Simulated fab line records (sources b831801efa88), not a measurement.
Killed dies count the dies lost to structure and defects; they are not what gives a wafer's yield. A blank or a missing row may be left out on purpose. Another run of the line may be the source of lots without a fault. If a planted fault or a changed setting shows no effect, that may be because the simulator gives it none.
fab line records ; flow sky130
record: lots: 7; wafers: 20; lastDay: 49
route steps=708 shown LDD_N@252 LDD_P@255 PAD_OPEN@708
lots untouched by any fault: they come from a run of this same line in which no faults occurred
startH: hours from the record's opening day to when the first of the lot's shown wafers began ; waitH: hours from the lot's prior step to this one ; " same as the row above ; L1.1+2: several wafers, shown together as one row ; - value missing, or start not given ; * or withheld: withheld ; < > ~ a bound
route shown NAME@n: NAME is a module with steps in the file, n the number in the route of the first one ; usual: the fault-free wafers' mean and standard deviation ; same: alike in all rows ; chamber/n: place in a boat ; sites: the reading at each site ; _std_site: standard deviation across them ; _edge_site: the outer-site mean with the inner-site mean subtracted ; radiusMm: how far each site lies from the wafer's centre ; mask NAME#n: copy n ; behind: the tool/chamber that last shaped the wafer ; hold: the reason the lot was held/the length of the hold in hours/how it ended ; device: whichever transistor did not switch (one of n, p or np) ; end of line: tests run on the same wafers once the route is complete ; a step given without rows: its recipe and nothing more ; killed: count of dies lost to structure and defects at first sort (not the wafer's yield) ; map: dies across one wafer; x = killed, . = not, _ = none there
set.NAME: the setting that was run; set.NAME@STEP: the one run at that earlier step ; model.NAME: the simulator's own value behind a step, which no gauge read
lots seen at some steps along the route; tables by step, rows by wafer
services: the hour from which a tool's chamber was out of use, counted from the record's first day as startH (under 0 if before that day), plus the number of hours and why
== steps ==
step: SKY_LDD_N_IMPLANT_15
recipe: species: BF2; energyKev: 50; doseCm2: 5e+12; tiltDeg: 30; rotationDeg: 270
step: SKY_LDD_N_STRIP_16
recipe: chemistry: O2/N2; powerW: 1400; pressureMtorr: 1500; platenTempC: withheld; o2FlowSccm: 3000; n2FlowSccm: 300; overashFraction: 0.5
usual: drypumpMotorCurrentA: 5.8/0.62; oesProductAu: 0.406/0.0046; stripTimeToEndpointS: 4.313/0.015
lot.wafer;tool;chamber;startH;waitH;drypumpMotorCurrentA;oesProductAu;rfHoursCounterH;stripTimeToEndpointS
L534.1;plasmaAsher-03;1;433.11;0.1;6.5;0.399;28;4.341
L534.3;plasmaAsher-03;0;433.11;0.1;5.2;0.406;-;4.325
L534.5;plasmaAsher-03;0;433.11;0.1;5.2;0.406;-;4.314
L539.2;plasmaAsher-03;1;480.69;0.1;6.5;0.406;34;4.328
L539.3;plasmaAsher-03;0;480.69;0.1;5.2;0.400;-;4.313
L539.6;plasmaAsher-03;1;480.69;0.1;6.6;0.407;-;4.316
L540.1;plasmaAsher-03;0;495.29;0.1;5.2;0.399;35;4.349
L540.2;plasmaAsher-03;1;495.29;0.1;6.6;0.401;35;4.309
L541.2;plasmaAsher-01;1;507.79;0.1;6.5;0.402;80;4.333
L541.3;plasmaAsher-01;1;507.79;0.1;6.5;0.407;-;4.318
L541.6;plasmaAsher-01;0;507.79;0.1;5.3;0.415;-;4.333
L542.1;plasmaAsher-01;1;522.04;0.1;6.5;0.401;82;4.333
L542.2;plasmaAsher-01;0;522.04;0.1;5.3;0.406;82;4.321
L542.3;plasmaAsher-01;0;522.04;0.1;5.3;0.406;-;4.330
L549.3;plasmaAsher-04;0;575.77;0.1;6.1;0.404;-;4.289
L549.5;plasmaAsher-04;0;575.77;0.1;6.1;0.404;-;4.313
L549.6;plasmaAsher-04;1;575.77;0.1;5.1;0.413;-;4.300
L551.1;plasmaAsher-01;0;582.36;0.1;5.3;0.407;88;4.311
L551.3;plasmaAsher-01;1;582.36;0.1;6.6;0.404;-;4.328
L551.4;plasmaAsher-01;0;582.36;0.1;5.3;0.407;-;4.316
step: SKY_LDD_N_TW_MEAS_17
usual: LDD_N_TW: 2586/35
lot.wafer;tool;chamber;startH;waitH;LDD_N_TW
L534.1;filmMetro-04;-;433.21;0.1;2582
L534.3;filmMetro-04;-;433.21;0.1;2591
L534.5;filmMetro-04;-;433.21;0.1;2589
L539.2;filmMetro-03;-;480.80;0.1;2541
L539.3;filmMetro-03;-;480.80;0.1;2531
L539.6;filmMetro-03;-;480.80;0.1;2538
L540.1;filmMetro-04;-;495.39;0.1;2548
L540.2;filmMetro-04;-;495.39;0.1;2556
L541.2;filmMetro-01;-;507.90;0.1;2618
L541.3;filmMetro-01;-;507.90;0.1;2606
L541.6;filmMetro-01;-;507.90;0.1;2615
L542.1;filmMetro-04;-;522.14;0.1;2572
L542.2;filmMetro-04;-;522.14;0.1;2571
L542.3;filmMetro-04;-;522.14;0.1;2572
L549.3;filmMetro-01;-;575.86;0.1;2623
L549.5;filmMetro-01;-;575.86;0.1;2629
L549.6;filmMetro-01;-;575.86;0.1;2617
L551.1;filmMetro-03;-;582.46;0.1;2540
L551.3;filmMetro-03;-;582.46;0.1;2538
L551.4;filmMetro-03;-;582.46;0.1;2549
step: SKY_LDD_P_DEHYDRATE_00
recipe: tempC: 200; timeS: 60
step: SKY_LDD_P_HMDS_01
recipe: primeTimeS: 60; primeTempC: 120
step: SKY_LDD_P_COAT_02
recipe: resist: NOVOLAK; spinRpm: 3000; resistThkNm: 1140
step: SKY_LDD_P_SOFTBAKE_03
recipe: tempC: 90; timeS: 60; resist: NOVOLAK
step: SKY_LDD_P_EXPOSE_04
recipe: maskId: PSDM; na: 0.6; sourceShape: conventional; sigmaOuter: 0.6; polarization: unpolarized; targetCdNm: 380; doseMj: 138
step: SKY_LDD_P_PEB_05
recipe: tempC: withheld; timeS: *; resist: NOVOLAK
step: SKY_LDD_P_DEVELOP_06
recipe: resist: NOVOLAK; developer: TMAH; developTimeS: 60; devTempC: 23
step: SKY_LDD_P_CD_MEAS_07
recipe: targetCdNm: 380
usual: cdNm: 379.6/2.3
lot.wafer;tool;chamber;startH;waitH;cdNm
L534.1;cdSem-01;-;463.64;0.1;377.6
L534.3;cdSem-01;-;463.64;0.1;376.6
L534.5;cdSem-01;-;463.64;0.1;379.4
L539.2;cdSem-02;-;511.25;0.1;382.0
L539.3;cdSem-02;-;511.25;0.1;382.0
L539.6;cdSem-02;-;511.25;0.1;381.9
L540.1;cdSem-02;-;525.11;0.1;375.9
L540.2;cdSem-02;-;525.11;0.1;381.4
L541.2;cdSem-01;-;538.08;0.1;383.8
L541.3;cdSem-01;-;538.08;0.1;381.5
L541.6;cdSem-01;-;538.08;0.1;382.4
L542.1;cdSem-01;-;552.38;0.2;381.4
L542.2;cdSem-01;-;552.38;0.2;380.6
L542.3;cdSem-01;-;552.38;0.2;379.4
L549.3;cdSem-02;-;605.30;0.1;380.7
L549.5;cdSem-02;-;605.30;0.1;381.9
L549.6;cdSem-02;-;605.30;0.1;379.2
L551.1;cdSem-01;-;612.06;0.1;377.1
L551.3;cdSem-01;-;612.06;0.1;379.6
L551.4;cdSem-01;-;612.06;0.1;375.6
step: SKY_LDD_P_OVL_MEAS_08
usual: LDD_P_OVL: 0.7/1.1
lot.wafer;tool;chamber;startH;waitH;LDD_P_OVL[nm]
L534.1;overlay-02;-;463.76;0.1;-0.3
L534.3;overlay-02;-;463.76;0.1;1.7
L534.5;overlay-02;-;463.76;0.1;2.2
L539.2;overlay-02;-;511.35;0.1;-0.4
L539.3;overlay-02;-;511.35;0.1;0.2
L539.6;overlay-02;-;511.35;0.1;-0.3
L540.1;overlay-01;-;525.23;0.1;1.1
L540.2;overlay-01;-;525.23;0.1;-0.1
L541.2;overlay-02;-;538.18;0.1;-2.9
L541.3;overlay-02;-;538.18;0.1;0.6
L541.6;overlay-02;-;538.18;0.1;-1.2
L542.1;overlay-02;-;552.50;0.1;0.9
L542.2;overlay-02;-;552.50;0.1;0.8
L542.3;overlay-02;-;552.50;0.1;1.6
L549.3;overlay-01;-;605.39;0.1;-0.7
L549.5;overlay-01;-;605.39;0.1;0.1
L549.6;overlay-01;-;605.39;0.1;0.4
L551.1;overlay-01;-;612.18;0.1;1.4
L551.3;overlay-01;-;612.18;0.1;-0.9
L551.4;overlay-01;-;612.18;0.1;0.5
step: SKY_LDD_P_IMPLANT_09
recipe: species: BF2; energyKev: 25; doseCm2: 1e+13; tiltDeg: withheld
usual: faradayCurrentUA: 56.5/1.1
lot.wafer;tool;chamber;startH;waitH;faradayCurrentUA
L534.1;implanter-03;0;463.79;0.0;54.8
L534.3;implanter-03;0;463.79;0.0;55.9
L534.5;implanter-03;0;463.79;0.0;55.7
L539.2;implanter-04;0;511.41;0.0;56.4
L539.3;implanter-04;0;511.41;0.0;58.8
L539.6;implanter-04;0;511.41;0.0;57.3
L540.1;implanter-04;0;525.26;0.0;53.8
L540.2;implanter-04;0;525.26;0.0;58.5
L541.2;implanter-04;0;538.24;0.0;57.0
L541.3;implanter-04;0;538.24;0.0;54.0
L541.6;implanter-04;0;538.24;0.0;57.4
L542.1;implanter-04;0;552.53;0.0;55.0
L542.2;implanter-04;0;552.53;0.0;56.5
L542.3;implanter-04;0;552.53;0.0;55.8
L549.3;implanter-04;0;605.46;0.1;56.3
L549.5;implanter-04;0;605.46;0.1;57.7
L549.6;implanter-04;0;605.46;0.1;55.6
L551.1;implanter-03;0;612.21;0.0;54.5
L551.3;implanter-03;0;612.21;0.0;57.1
L551.4;implanter-03;0;612.21;0.0;56.1
step: SKY_LDD_P_STRIP_10
recipe: chemistry: O2/N2; powerW: 1400; pressureMtorr: 1500; platenTempC: withheld; o2FlowSccm: 3000; n2FlowSccm: 300; overashFraction: 0.5
usual: drypumpMotorCurrentA: 5.7/0.52; oesProductAu: 0.715/0.0043; stripTimeToEndpointS: 14.18/0.048
lot.wafer;tool;chamber;startH;waitH;drypumpMotorCurrentA;oesProductAu;rfHoursCounterH;stripTimeToEndpointS
L534.1;plasmaAsher-01;1;463.94;0.1;6.5;0.719;76;14.14
L534.3;plasmaAsher-01;0;463.94;0.1;5.3;0.719;-;14.16
L534.5;plasmaAsher-01;0;463.94;0.1;5.3;0.716;-;14.20
L539.2;plasmaAsher-01;1;511.53;0.1;6.6;0.714;81;14.22
L539.3;plasmaAsher-01;1;511.53;0.1;6.5;0.713;-;14.16
L539.6;plasmaAsher-01;1;511.53;0.1;6.6;0.716;-;14.22
L540.1;plasmaAsher-01;0;525.41;0.1;5.3;0.716;82;14.12
L540.2;plasmaAsher-01;1;525.41;0.1;6.5;0.715;82;14.12
L541.2;plasmaAsher-01;0;538.36;0.1;5.4;0.717;84;14.28
L541.3;plasmaAsher-01;1;538.36;0.1;6.6;0.712;-;14.22
L541.6;plasmaAsher-01;1;538.36;0.1;6.5;0.716;-;14.22
L542.1;plasmaAsher-02;0;552.68;0.1;6.0;0.714;12;14.21
L542.2;plasmaAsher-02;1;552.68;0.1;5.1;0.721;12;14.21
L542.3;plasmaAsher-02;1;552.68;0.1;5.2;0.713;-;14.21
L549.3;plasmaAsher-02;1;605.60;0.1;5.1;0.721;-;14.20
L549.5;plasmaAsher-02;1;605.60;0.1;5.1;0.717;-;14.18
L549.6;plasmaAsher-02;0;605.60;0.1;6.1;0.711;-;14.16
L551.1;plasmaAsher-04;0;612.36;0.1;6.1;0.715;82;14.17
L551.3;plasmaAsher-04;0;612.36;0.1;6.2;0.717;-;14.10
L551.4;plasmaAsher-04;1;612.36;0.1;5.2;0.721;-;14.16
step: SKY_LDD_P_TW_MEAS_11
usual: LDD_P_TW: 635/9.5
lot.wafer;tool;chamber;startH;waitH;hold;LDD_P_TW
L534.1;filmMetro-01;-;464.04;0.1;-;644
L534.3;filmMetro-01;-;464.04;0.1;-;641
L534.5;filmMetro-01;-;464.04;0.1;-;643
L539.2;filmMetro-01;-;511.64;0.1;-;642
L539.3;filmMetro-01;-;511.64;0.1;-;643
L539.6;filmMetro-01;-;511.64;0.1;-;644
L540.1;filmMetro-02;-;525.51;0.1;awaitDispo/0.2h/release;627
L540.2;filmMetro-02;-;525.51;0.1;awaitDispo/0.2h/release;578
L540.1;filmMetro-02;-;525.74;0.2;-;629
L540.2;filmMetro-02;-;525.74;0.2;-;579
L541.2;filmMetro-02;-;538.47;0.1;awaitDispo/0.2h/release;581
L541.3;filmMetro-02;-;538.47;0.1;awaitDispo/0.2h/release;638
L541.6;filmMetro-02;-;538.47;0.1;awaitDispo/0.2h/release;582
L541.2;filmMetro-02;-;538.70;0.2;-;583
L541.3;filmMetro-02;-;538.70;0.2;-;633
L541.6;filmMetro-02;-;538.70;0.2;-;581
L542.1;filmMetro-03;-;552.78;0.1;awaitDispo/0.2h/release;620
L542.2;filmMetro-03;-;552.78;0.1;awaitDispo/0.2h/release;566
L542.3;filmMetro-03;-;552.78;0.1;awaitDispo/0.2h/release;618
L542.1;filmMetro-03;-;553.01;0.2;-;621
L542.2;filmMetro-03;-;553.01;0.2;-;566
L542.3;filmMetro-03;-;553.01;0.2;-;622
L549.3;filmMetro-02;-;605.68;0.1;-;629
L549.5;filmMetro-02;-;605.68;0.1;-;624
L549.6;filmMetro-02;-;605.68;0.1;-;628
L551.1;filmMetro-03;-;612.46;0.1;-;623
L551.3;filmMetro-03;-;612.46;0.1;-;625
L551.4;filmMetro-03;-;612.46;0.1;-;625
step: SKY_PAD_OPEN_PROBE_99
usual: killed_at_M0_to_M3: 43/7.2; killed_at_M4_up: 3.3/1.8; killedAtContacts: 23/5.5; killedAtFrontEnd: 16/5.1; killedAtOther: 0.4/0.65; killedDies: 85/10; killedOpen: 46/7.1; killedShort: 38/7.2
same: grossDies: 492; killedAtBackSide: 0
lot.wafer;tool;chamber;startH;waitH;killed_at_M0_to_M3;killed_at_M4_up;killedAtContacts;killedAtFrontEnd;killedAtOther;killedDies;killedOpen;killedShort;model.etest.tipP.rsOhmSqRange;model.etest.tipP.rsOhmSq;model.etest.tipP.rsOhmSqRimLessCentre;model.etest.pfet_01v8.rOnOhmUm;model.etest.pfet_01v8.driveUaUm;model.etest.pfet_01v8.driveUaUmRange;model.etest.pfet_01v8_hvt.driveUaUm;model.etest.sramPfetLatch.driveUaUm
L534.1;prober-01;-;1107.75;0.1;48;6;24;10;0;88;55;33;203.7;7075;-58.68;3019;182.6;10.19;134.9;134.8
L534.3;prober-01;-;1107.85;0.2;38;5;26;27;0;96;45;50;120.5;7028;-82.79;3014;181;10.08;135.6;138.1
L534.5;prober-01;-;1107.95;0.2;50;1;32;22;3;108;65;41;211.5;6991;-147.2;3066;181.2;7.903;133.4;131.8
L539.2;prober-02;-;1123.03;0.1;44;4;28;14;0;90;49;39;129.4;6721;-43.81;2811;201.3;9.269;148.1;142.5
L539.3;prober-02;-;1123.08;0.2;41;3;17;25;1;87;42;41;108.5;6705;-23.85;2795;202.5;5.698;150.3;153.3
L539.6;prober-02;-;1123.23;0.2;63;6;27;16;0;112;52;59;108.1;6748;-34.08;2858;197;8.141;147.9;142.2
L540.1;prober-01;-;1135.59;0.1;38;3;21;4;0;66;40;26;190.6;6771;-52.85;2866;195.8;9.394;144.3;148.6
L540.2;prober-01;-;1135.64;0.1;34;2;20;8;0;64;41;23;4520;1.108e+04;-2302;3081;180.7;15.72;134.6;130.9
L541.2;prober-02;-;1142.86;0.1;51;7;20;13;2;93;45;48;4374;1.115e+04;-2218;3033;183.4;14.27;136.4;137.4
L541.3;prober-02;-;1142.91;0.2;37;4;20;9;1;71;37;34;139.6;6900;-32.98;2869;196.5;7.019;146;147.8
L541.6;prober-02;-;1143.06;0.2;33;4;23;20;0;80;42;38;4495;1.119e+04;-2126;3008;184.4;13.9;137.5;139.6
L542.1;prober-01;-;1150.37;0.1;39;3;19;24;0;85;48;37;173.1;6902;-116.4;2954;186.9;7.674;138.4;137.7
L542.2;prober-01;-;1150.42;0.1;36;5;21;12;0;74;43;30;4604;1.132e+04;-2232;3086;178.1;13.14;131.7;128.7
L542.3;prober-01;-;1150.47;0.2;46;1;23;23;0;93;55;38;165.8;6972;-97.82;2933;190.3;5.818;141.5;136
L549.3;prober-02;-;1183.15;0.2;49;3;23;12;0;87;47;39;145.3;6955;-87.04;2973;185;8.091;138.4;143.2
L549.5;prober-02;-;1183.25;0.2;39;5;20;13;0;77;40;37;291.6;7005;-37.03;2984;185.7;5.926;138.9;140.4
L549.6;prober-02;-;1183.30;0.2;39;2;15;9;0;65;39;26;199.3;6955;-62.89;2990;186.2;4.408;138.1;134.7
L551.1;prober-01;-;1187.45;0.1;36;9;25;20;0;90;41;48;161.3;6956;19.16;2929;188.7;6.689;140;139.1
L551.3;prober-01;-;1187.55;0.2;47;2;24;14;0;87;38;49;135.3;6995;-46.29;2820;198.1;9.673;146.7;147.7
L551.4;prober-01;-;1187.60;0.2;38;4;15;13;0;70;40;30;118.9;6938;-16.21;2885;193.9;8.919;144.4;141.8
killed by level:class
L534.1 VIA1:geometricParticle:open=17 VIA3:geometricParticle:open=11 CONTACT:geometricParticle:open=11 CONTACT:geometricParticle:short=6 METAL2:geometricParticle:short=6 VIA1:geometricParticle:short=5 LI_CONTACT:geometricParticle:open=4 METAL4:geometricParticle:short=4
L534.3 CONTACT:geometricParticle:open=12 FIELD_ISO:geometricParticle:short=9 VIA1:geometricParticle:open=9 POLY_GATE:geometricParticle:short=6 VIA2:geometricParticle:open=6 LI_CONTACT:geometricParticle:open=5 METAL2:geometricParticle:short=5 VIA2:geometricParticle:short=5
L534.5 VIA1:geometricParticle:open=14 VIA2:geometricParticle:open=13 CONTACT:geometricParticle:open=12 POLY_GATE:geometricParticle:open=8 VIA1:geometricParticle:short=8 CONTACT:geometricParticle:short=7 LI_CONTACT:geometricParticle:open=6 LOCAL_INTERCONNECT:geometricParticle:short=5
L539.2 VIA1:geometricParticle:open=11 VIA2:geometricParticle:open=9 CONTACT:geometricParticle:open=9 METAL2:geometricParticle:short=9 LI_CONTACT:geometricParticle:open=8 POLY_GATE:geometricParticle:short=6 LOCAL_INTERCONNECT:geometricParticle:short=4 CONTACT:geometricParticle:short=4
L539.3 CONTACT:geometricParticle:open=10 METAL2:geometricParticle:short=8 VIA1:geometricParticle:short=6 VIA1:geometricParticle:open=6 FIELD_ISO:geometricParticle:short=5 VIA3:geometricParticle:open=5 FIELD_ISO:geometricParticle:open=4 POLY_GATE:geometricParticle:short=4
L539.6 LI_CONTACT:geometricParticle:open=12 VIA3:geometricParticle:open=11 METAL1:geometricParticle:short=9 METAL2:geometricParticle:short=8 VIA1:geometricParticle:open=7 CONTACT:geometricParticle:short=7 VIA2:geometricParticle:open=7 VIA3:geometricParticle:short=5
L540.1 VIA1:geometricParticle:open=13 LI_CONTACT:geometricParticle:open=9 METAL1:geometricParticle:short=7 CONTACT:geometricParticle:open=6 METAL2:geometricParticle:short=4 VIA3:geometricParticle:open=4 CONTACT:geometricParticle:short=3 VIA1:geometricParticle:short=3
L540.2 CONTACT:geometricParticle:open=11 VIA2:geometricParticle:open=9 VIA1:geometricParticle:open=7 LI_CONTACT:geometricParticle:open=6 VIA3:geometricParticle:short=4 CONTACT:geometricParticle:short=3 METAL2:geometricParticle:short=3 VIA3:geometricParticle:open=3
L541.2 VIA1:geometricParticle:open=11 METAL1:geometricParticle:short=7 VIA3:geometricParticle:open=7 METAL4:geometricParticle:short=6 LI_CONTACT:geometricParticle:open=6 FIELD_ISO:geometricParticle:open=5 VIA1:geometricParticle:short=5 METAL2:geometricParticle:short=5
L541.3 VIA1:geometricParticle:open=9 CONTACT:geometricParticle:open=6 LI_CONTACT:geometricParticle:open=5 CONTACT:geometricParticle:short=5 METAL2:geometricParticle:short=5 VIA2:geometricParticle:open=5 LOCAL_INTERCONNECT:geometricParticle:short=4 METAL1:geometricParticle:short=4
L541.6 CONTACT:geometricParticle:open=10 VIA1:geometricParticle:open=8 FIELD_ISO:geometricParticle:open=7 METAL1:geometricParticle:short=7 LI_CONTACT:geometricParticle:open=6 POLY_GATE:geometricParticle:short=5 VIA3:geometricParticle:short=5 METAL4:geometricParticle:short=4
L542.1 FIELD_ISO:geometricParticle:open=10 FIELD_ISO:geometricParticle:short=9 VIA1:geometricParticle:open=6 CONTACT:geometricParticle:open=6 VIA2:geometricParticle:open=6 METAL1:geometricParticle:short=5 VIA3:geometricParticle:open=5 LI_CONTACT:geometricParticle:open=4
L542.2 CONTACT:geometricParticle:open=11 VIA1:geometricParticle:open=11 METAL1:geometricParticle:short=5 METAL3:geometricParticle:short=4 FIELD_ISO:geometricParticle:short=3 FIELD_ISO:geometricParticle:open=3 LOCAL_INTERCONNECT:geometricParticle:open=3 CONTACT:geometricParticle:short=3
L542.3 VIA2:geometricParticle:open=12 LI_CONTACT:geometricParticle:open=9 FIELD_ISO:geometricParticle:short=7 VIA1:geometricParticle:open=7 FIELD_ISO:geometricParticle:open=5 LOCAL_INTERCONNECT:geometricParticle:short=5 CONTACT:geometricParticle:open=5 METAL2:geometricParticle:short=5
L549.3 VIA1:geometricParticle:open=19 METAL1:geometricParticle:short=9 CONTACT:geometricParticle:short=9 VIA3:geometricParticle:open=7 LI_CONTACT:geometricParticle:open=5 CONTACT:geometricParticle:open=5 FIELD_ISO:geometricParticle:short=4 POLY_GATE:geometricParticle:open=4
L549.5 VIA1:geometricParticle:open=11 CONTACT:geometricParticle:open=6 METAL1:geometricParticle:short=6 VIA2:geometricParticle:open=6 POLY_GATE:geometricParticle:short=5 LI_CONTACT:geometricParticle:open=5 CONTACT:geometricParticle:short=5 VIA3:geometricParticle:short=4
L549.6 VIA1:geometricParticle:open=10 VIA2:geometricParticle:open=8 VIA3:geometricParticle:open=8 CONTACT:geometricParticle:open=5 POLY_GATE:geometricParticle:short=4 CONTACT:geometricParticle:short=4 METAL1:geometricParticle:short=4 VIA1:geometricParticle:short=4
L551.1 CONTACT:geometricParticle:open=9 VIA3:geometricParticle:open=8 METAL4:geometricParticle:short=8 POLY_GATE:geometricParticle:short=6 CONTACT:geometricParticle:short=5 LOCAL_INTERCONNECT:geometricParticle:short=4 POLY_GATE:geometricParticle:open=4 METAL3:geometricParticle:short=4
L551.3 CONTACT:geometricParticle:open=9 VIA1:geometricParticle:open=9 POLY_GATE:geometricParticle:short=7 METAL1:geometricParticle:short=7 VIA1:geometricParticle:short=6 VIA3:geometricParticle:open=6 LOCAL_INTERCONNECT:geometricParticle:short=5 METAL3:geometricParticle:short=5
L551.4 VIA1:geometricParticle:open=10 LI_CONTACT:geometricParticle:open=5 VIA3:geometricParticle:open=5 VIA1:geometricParticle:short=5 VIA2:geometricParticle:open=5 VIA3:geometricParticle:short=5 POLY_GATE:geometricParticle:open=4 CONTACT:geometricParticle:open=3
== services ==
tool;chamber;startH;hours;kind
plasmaAsher-01;-;418.07;4.5;repair
plasmaAsher-02;-;421.31;9.0;pm
plasmaAsher-02;0;421.31;9.0;ventCycle
plasmaAsher-02;1;421.31;9.0;ventCycle
plasmaAsher-02;0;430.31;-;clean
plasmaAsher-02;1;430.31;-;clean
implanter-03;-;453.07;2.7;repair
implanter-03;-;458.64;1.1;repair
plasmaAsher-02;-;464.99;0.5;repair
implanter-04;-;487.46;12.6;pm
plasmaAsher-04;-;512.30;10.2;repair
plasmaAsher-04;-;583.52;2.7;repair
plasmaAsher-04;-;584.69;3.2;repair
== key ==
firstSign: step: SKY_LDD_P_TW_MEAS_11; reading: visit; direction: added
effect: step: SKY_LDD_P_TW_MEAS_11; reading: LDD_P_TW; direction: down; sigmas: 6.2; usual: 635; struck: 577
modelEffect: step: SKY_PAD_OPEN_PROBE_99; value: etest.tipP.rsOhmSqRange; without: 165.9; struck: 4498
metAt SKY_LDD_P_IMPLANT_09
struckWafers L540.2,L541.2,L541.6,L542.2
testerLeftOut L540,L541,L542
onsetBetween 511.41 525.26
fault: kind: processParameterDrift; tool: implanter-04; chamber: -; onsetH: 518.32; steps: SKY_LDD_P_IMPLANT_09; channel: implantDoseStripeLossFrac; offset: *; shape: step; endH: 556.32; scope: struckWafersOnly
testerLeftOut: of these lots the tester's yield and bins aren't shown, on N5 and GAA mostly nor the transistor test; their killed dies are dies lost to structure and defects alone, not to doping, threshold or leakage, so they don't give the yield
